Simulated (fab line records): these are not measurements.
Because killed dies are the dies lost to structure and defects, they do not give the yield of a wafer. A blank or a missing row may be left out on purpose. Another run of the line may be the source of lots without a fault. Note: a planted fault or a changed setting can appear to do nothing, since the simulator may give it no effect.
Comparing a struck lot with a sound one ; flow sky130 ; 42 out of 708 route steps
Sound: the wafers L370.1, L370.4, L370.5. Struck: wafers L375.2, L375.5, L375.6. At the end, the cause is stated.
Each step with rows lists, per side, the tool, then ch with its chambers, then its first start. Under that, the readings that differ: sound wafers ; struck wafers ; difference of the means ; sigmas: that difference in standard deviations of wafers without a fault.
alike: words and numbers the same on both sides, and readings whose means are apart by under 2 such deviations; not compared: readings that were withheld, readings missing a value for some wafer, numbers with overlapping values and no deviation given by the record, and bounds like >300 which may hide the same value.
Wherever a step has rows on one side only, a row that says differs or no value, or a row with sigmas, the two part there. Numbers that have no deviation but don't overlap get no sigmas and don't part them. A reading that every wafer of one side lacks parts them only if that side has two wafers or more.

SKY_METAL5_THK_MEAS_06: measures by xrf.
  struck on film-metro-04, day 45 04:31; sound on film-metro-02, day 43 15:25
  alike: METAL5_ALCU_THK
then, 8 steps without rows for these wafers: SKY_METAL5_DEHYDRATE_07 (time 60 s); SKY_METAL5_HMDS_08 (prime time 60 s); SKY_METAL5_COAT_09 (resist thk 1800 nm); SKY_METAL5_SOFTBAKE_10 (time 60 s); SKY_METAL5_EXPOSE_11 (exposes mask MM5, target cd 1600 nm); SKY_METAL5_PEB_12; SKY_METAL5_DEVELOP_13 (develop time 60 s); SKY_METAL5_DESCUM_14 (chemistry O2, time 11 s).
SKY_METAL5_METAL_ETCH_15: etches the open film in Cl2/BCl3, stops on SiO2, target depth 1260 nm, time 252 s.
  sound on rie-metal-03 ch 0,1, day 44 13:22; struck on rie-metal-04 ch 0,1, day 46 00:55
reading;sound;struck;difference;sigmas
drypump-motor-current-A (A);6.6 6.6 5.6;5.1 5.3 5.1;-1.1;-2
  alike: oes-product-au, throttle-valve-pct
  not compared: rf-hours-counter-h
SKY_METAL5_STRIP_16: strips in O2/N2.
  sound on plasma-asher-01 ch 0,1, day 44 13:36; struck on plasma-asher-01 ch 0,1, day 46 01:09
  alike: drypump-motor-current-A, oes-product-au, strip-time-to-endpoint-s
  not compared: rf-hours-counter-h
then, 1 step without rows for these wafers: SKY_METAL5_STRIP_17 (strips in post etch residue remover, time 1200 s).
SKY_METAL5_CLEAN_18: cleans in IPA, time 180 s.
  sound on wet-bench-03 ch 2, day 44 14:02; struck on wet-bench-03 ch 1, day 46 01:35
then, 2 steps without rows for these wafers: SKY_METAL5_CLEAN_19 (cleans in O3/DIW); SKY_PASSIVATION_CVD_00 (deposits SiO2, target thk 90 nm).
SKY_PASSIVATION_THK_MEAS_01:
  struck on film-metro-03, day 46 01:46; sound on film-metro-04, day 44 14:13
  alike: PASSIVATION_CVD_00_THK
then, 1 step without rows for these wafers: SKY_PASSIVATION_CVD_02 (deposits Si3N4, target thk 540 nm).
SKY_PASSIVATION_THK_MEAS_03:
  struck on film-metro-03, day 46 02:05; sound on film-metro-04, day 44 14:37
  alike: PASSIVATION_CVD_02_THK
then, 7 steps without rows for these wafers: SKY_PASSIVATION_DEHYDRATE_04 (time 60 s); SKY_PASSIVATION_HMDS_05 (prime time 60 s); SKY_PASSIVATION_COAT_06 (resist thk 3000 nm); SKY_PASSIVATION_SOFTBAKE_07; SKY_PASSIVATION_EXPOSE_08 (exposes mask NSM, target cd 3000 nm); SKY_PASSIVATION_PEB_09; SKY_PASSIVATION_DEVELOP_10 (develop time 60 s).
SKY_PASSIVATION_ETCH_11: etches the open film in CF4/O2, stops on AlCu, target depth 725 nm, time 161.1 s.
  sound on rie-diel-03 ch 0,1,3, day 45 11:38; struck on rie-diel-02 ch 0,1,2, day 46 21:52
  alike: O2_flow_sccm, drypump-motor-current-A, oes-product-au, throttle-valve-pct
  not compared: rf-hours-counter-h
SKY_PASSIVATION_STRIP_12: strips in O2/N2.
  sound on plasma-asher-04 ch 0,1, day 45 11:44; struck on plasma-asher-03 ch 0,1, day 46 21:59
  alike: drypump-motor-current-A, oes-product-au, strip-time-to-endpoint-s
  not compared: rf-hours-counter-h
then, 8 steps without rows for these wafers: SKY_PAD_OPEN_DEHYDRATE_00 (time 60 s); SKY_PAD_OPEN_HMDS_01 (prime time 60 s); SKY_PAD_OPEN_COAT_02 (resist thk 3000 nm); SKY_PAD_OPEN_SOFTBAKE_03; SKY_PAD_OPEN_EXPOSE_04 (exposes mask PDM, target cd 60000 nm); SKY_PAD_OPEN_PEB_05; SKY_PAD_OPEN_DEVELOP_06 (develop time 60 s); SKY_PAD_OPEN_ETCH_07 (etches the open film in CF4/O2, stops on AlCu, target depth 725 nm, time 161.1 s).
SKY_PAD_OPEN_STRIP_08: strips in O2/N2.
  sound on plasma-asher-03 ch 0,1, day 46 08:59; struck on plasma-asher-02 ch 0,1, day 47 16:59
  alike: drypump-motor-current-A, oes-product-au, strip-time-to-endpoint-s
  not compared: rf-hours-counter-h
then, 4 steps without rows for these wafers: SKY_PAD_OPEN_STRIP_09 (strips in post etch residue remover, time 1200 s); SKY_PAD_OPEN_CLEAN_10 (cleans in IPA, time 180 s); SKY_PAD_OPEN_CLEAN_11 (cleans in O3/DIW); SKY_PAD_OPEN_ANNEAL_12.
SKY_PAD_OPEN_BOW_MEAS_13:
  struck on film-metro-03, day 47 19:06; sound on film-metro-01, day 46 11:05
  alike: PAD_OPEN_BOW
SKY_PAD_OPEN_PROBE_99:
  struck on prober-02, day 47 19:15; sound on prober-01, day 46 11:12
reading;sound;struck;difference;sigmas
defect-limited-yield (%);77.4 82.3 80.5;74.8 74.8 76.8;-4.6;-2
killed_at_M4_up;1 2 6;60 56 52;+53;+31
killed-at-contacts;38 30 22;17 18 13;-14;-3
killed-dies;111 87 96;124 124 114;+23;+2
killed-short;54 45 40;34 27 26;-17;-3
sort_bin_3_pad_short (%);0.8 1.4 0.6;4.3 3.7 1.8;+2.3;+6
sort_bin_5_function (%);14.2 10.2 11.0;14.0 15.4 16.1;+3.4;+2
sort-n-pass;381 405 396;368 368 378;-23;-2
sort-yield-pct (%);77.4 82.3 80.5;74.8 74.8 76.8;-4.6;-2
model.etest.tester.sort-n-pass;381 405 396;368 368 378;-23;
model.etest.tester.sort-yield-pct (%);77.44 82.32 80.49;74.8 74.8 76.83;-4.6;
model.etest.tester.sort_bin_3_pct (%);0.813 1.423 0.6098;4.268 3.659 1.829;+2.303;
  alike: killed_at_M0_to_M3, killed-at-front-end, killed-at-other, killed-open, sort_bin_6_memory
  not compared: model.etest.tester.sort_bin_5_pct

WHERE THEY PART
Last at SKY_PAD_OPEN_PROBE_99 as far as this record goes, first at SKY_METAL5_METAL_ETCH_15.

WHY: whatever the simulator had introduced
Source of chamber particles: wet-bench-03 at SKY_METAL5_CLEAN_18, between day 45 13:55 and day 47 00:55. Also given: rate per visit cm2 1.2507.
